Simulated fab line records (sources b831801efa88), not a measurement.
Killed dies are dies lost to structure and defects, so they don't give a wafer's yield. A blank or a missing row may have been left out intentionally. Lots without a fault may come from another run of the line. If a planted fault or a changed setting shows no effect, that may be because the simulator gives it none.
Matching of chambers || flow sky130 || SKY_CAPM_CVD_00 on pecvd-04 has 3 sister chambers
The step deposits SiO2, target thk 15.5 nm. 14 wafers are shown with their chamber, then 7 later ones without.

== WAFERS PAIRED WITH THEIR CHAMBERS ==
{"wafer": "L075.1", "chamber": 2, "heater power w (W)": 764, "rf fwd power W (W)": 440.3}
{"wafer": "L075.3", "chamber": 1, "heater power w (W)": 871, "rf fwd power W (W)": 439.8}
{"wafer": "L075.6", "chamber": 1, "heater power w (W)": 866, "rf fwd power W (W)": 439.7}
{"wafer": "L078.2", "chamber": 0, "heater power w (W)": 597, "rf fwd power W (W)": 444.4}
{"wafer": "L078.4", "chamber": 1, "heater power w (W)": 800, "rf fwd power W (W)": 440.8}
{"wafer": "L078.5", "chamber": 2, "heater power w (W)": 820, "rf fwd power W (W)": 439.8}
{"wafer": "L079.1", "chamber": 0, "heater power w (W)": 620, "rf fwd power W (W)": 441.4}
{"wafer": "L079.4", "chamber": 1, "heater power w (W)": 845, "rf fwd power W (W)": 441.7}
{"wafer": "L079.5", "chamber": 0, "heater power w (W)": 613, "rf fwd power W (W)": 440.8}
{"wafer": "L083.2", "chamber": 2, "heater power w (W)": 788, "rf fwd power W (W)": 437.8}
{"wafer": "L083.4", "chamber": 1, "heater power w (W)": 839, "rf fwd power W (W)": 439.7}
{"wafer": "L083.5", "chamber": 2, "heater power w (W)": 782, "rf fwd power W (W)": 437.6}
{"wafer": "L094.2", "chamber": 1, "heater power w (W)": 798, "rf fwd power W (W)": 441.4}
{"wafer": "L094.3", "chamber": 0, "heater power w (W)": 674, "rf fwd power W (W)": 442.2}

SIGNATURES, as means of the wafers listed above
{"reading": "heater power w", "chamber 0": 626.00, "chamber 1": 836.50, "chamber 2": 788.50, "scatter within a chamber": 30.1}
{"reading": "rf fwd power W", "chamber 0": 442.200, "chamber 1": 440.517, "chamber 2": 438.875, "scatter within a chamber": 1.25}
Rule: for each reading, subtract the chamber's mean from the wafer's reading, divide by that reading's scatter and square the result; add these up over the readings and take the root, which gives the wafer's distance from the chamber. The wafer belongs to the nearest chamber; if the next one is less than 2 further off, it can't be placed. The scatter: take each reading less its chamber's mean, square it, sum over the shown wafers, divide by the number of wafers less the number of chambers, and take the root.

== WAFERS WITH NO CHAMBER GIVEN ==
{"wafer": "L094.4", "heater power w (W)": 675, "rf fwd power W (W)": 441.2}
{"wafer": "L092.2", "heater power w (W)": 674, "rf fwd power W (W)": 444.7}
{"wafer": "L092.4", "heater power w (W)": 783, "rf fwd power W (W)": 438.3}
{"wafer": "L092.6", "heater power w (W)": 662, "rf fwd power W (W)": 442.4}
{"wafer": "L097.2", "heater power w (W)": 765, "rf fwd power W (W)": 441.2}
{"wafer": "L097.3", "heater power w (W)": 699, "rf fwd power W (W)": 440.3}
{"wafer": "L097.5", "heater power w (W)": 771, "rf fwd power W (W)": 441.5}

== WHICH CHAMBER EACH WENT THROUGH ==
{"wafer": "L094.4", "from the rows above": 0, "in truth": 0}
{"wafer": "L092.2", "from the rows above": 0, "in truth": 0}
{"wafer": "L092.4", "from the rows above": 2, "in truth": 2}
{"wafer": "L092.6", "from the rows above": 0, "in truth": 0}
{"wafer": "L097.2", "from the rows above": "can't be placed: 2 or 1", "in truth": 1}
{"wafer": "L097.3", "from the rows above": "can't be placed: 0 or 2 or 1", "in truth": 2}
{"wafer": "L097.5", "from the rows above": "can't be placed: 2 or 1", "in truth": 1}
4 of 7 placed correctly. Unplaceable from these rows: 3, with the true chamber sitting among the candidates in 3. 0 placed wrongly.
